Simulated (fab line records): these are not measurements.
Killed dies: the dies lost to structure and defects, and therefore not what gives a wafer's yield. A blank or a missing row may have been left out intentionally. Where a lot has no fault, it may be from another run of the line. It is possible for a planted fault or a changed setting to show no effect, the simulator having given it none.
One fault through the eyes of 2 desks + flow gf180mcu + each desk has only its own numbers; what lay behind them comes last

AT THE TOOL OWNER'S DESK: implanter-03
GF_PSD_IMPLANT_09, tool's own readings: per-lot mean of the sampled wafers with a number, covering each lot this tool ran. A lot is out of limits, marked OUT, if its mean lies more than 4 standard deviations from the usual mean; the brackets give that distance.
Columns: A = beam-energy-keV at GF_PSD_IMPLANT_09, usual 39.999
| lot  | first seen here | A                        |
|------|-----------------|--------------------------|
| L133 | day 15 12:06    | 53.245 (+99 or more) OUT |
| L136 | day 16 13:51    | 53.259 (+99 or more) OUT |
| L142 | day 19 02:56    | 40.005                   |
| L144 | day 20 02:15    | 40.005                   |
| L145 | day 20 08:08    | 40.005                   |
| L147 | day 20 20:49    | 39.997                   |
| L150 | day 21 23:15    | 39.978                   |
| L152 | day 22 10:16    | 39.991                   |
This desk's finding: out of limits on L133, L136; first on L133, day 15 12:06 (beam-energy-keV at GF_PSD_IMPLANT_09). L142, L144, L145, L147, L150, L152 stayed within limits.

THE METROLOGY DESK
What the gauges read, lot by lot, whatever tool the lot ran on: means of the sampled wafers that have a number. A lot is out of limits, marked OUT, if its mean lies more than 4 standard deviations from the usual mean; the brackets give that distance.
Columns: A = NSD_TW at GF_NSD_TW_MEAS_12, usual 4246; B = PSD_TW at GF_PSD_TW_MEAS_11, usual 3180; C = PSD_RS at GF_PSD_RS_MEAS_15, usual 108.60 ohm/sq; D = SAB_CVD_00_THK at GF_SAB_THK_MEAS_01, usual 50.0 nm; E = SAB_OVL at GF_SAB_OVL_MEAS_10, usual -1.4 nm
| lot  | first seen here | A    | B               | C               | D    | E    |
|------|-----------------|------|-----------------|-----------------|------|------|
| L129 | day 13 03:10    | 4290 | 3196            | 108.56          | 50.3 | -3.2 |
| L133 | day 14 14:28    | 4173 | 3446 (+8.3) OUT | 97.67 (-52) OUT | 49.7 | -2.1 |
| L136 | day 15 15:17    | 4284 | 3408 (+7.1) OUT | 97.68 (-52) OUT | 50.1 | -2.0 |
| L141 | day 17 09:02    | 4174 | 3203            | 108.60          | 49.7 | -1.2 |
| L142 | day 18 02:47    | 4226 | 3204            | 108.43          | 50.5 | -0.6 |
| L143 | day 18 10:51    | 4225 | 3119            | 108.44          | 49.4 | 1.5  |
| L144 | day 19 02:04    | 4195 | 3149            | 108.65          | 50.1 | -0.3 |
| L145 | day 19 07:59    | 4284 | 3213            | 108.34          | 49.9 | -2.3 |
| L147 | day 19 20:51    | 4285 | 3149            | 108.51          | 50.6 | 0.2  |
| L149 | day 20 07:02    | 4245 | 3215            | 108.58          | 49.9 | -0.2 |
| L150 | day 20 23:26    | 4240 | 3207            | 108.90          | 50.7 | -1.7 |
| L152 | day 21 10:28    | 4284 | 3134            | 108.76          | 49.8 | -0.8 |
This desk finds L133, L136 out of limits, with the earliest case on L133 at day 15 12:20 (PSD_TW at GF_PSD_TW_MEAS_11). L129, L141, L142, L143, L144, L145, L147, L149, L150, L152 stayed within limits.

ALL TOGETHER
The tool owner's desk could have raised an alarm at day 15 12:06, on L133, L136.
On L133, L136, the metrology desk was in a position to raise an alarm at day 15 12:20.
All the named lots went through GF_PSD_IMPLANT_09 on implanter-03.

WHAT THE SIMULATOR PUT IN
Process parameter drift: implanter-03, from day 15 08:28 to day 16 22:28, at GF_PSD_IMPLANT_09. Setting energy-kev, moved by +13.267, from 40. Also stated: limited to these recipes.
Lots struck among those shown: L133, L136.
Fault start to first reading out of limits, in hours, per desk: tool owner, 4; metrology, 4.
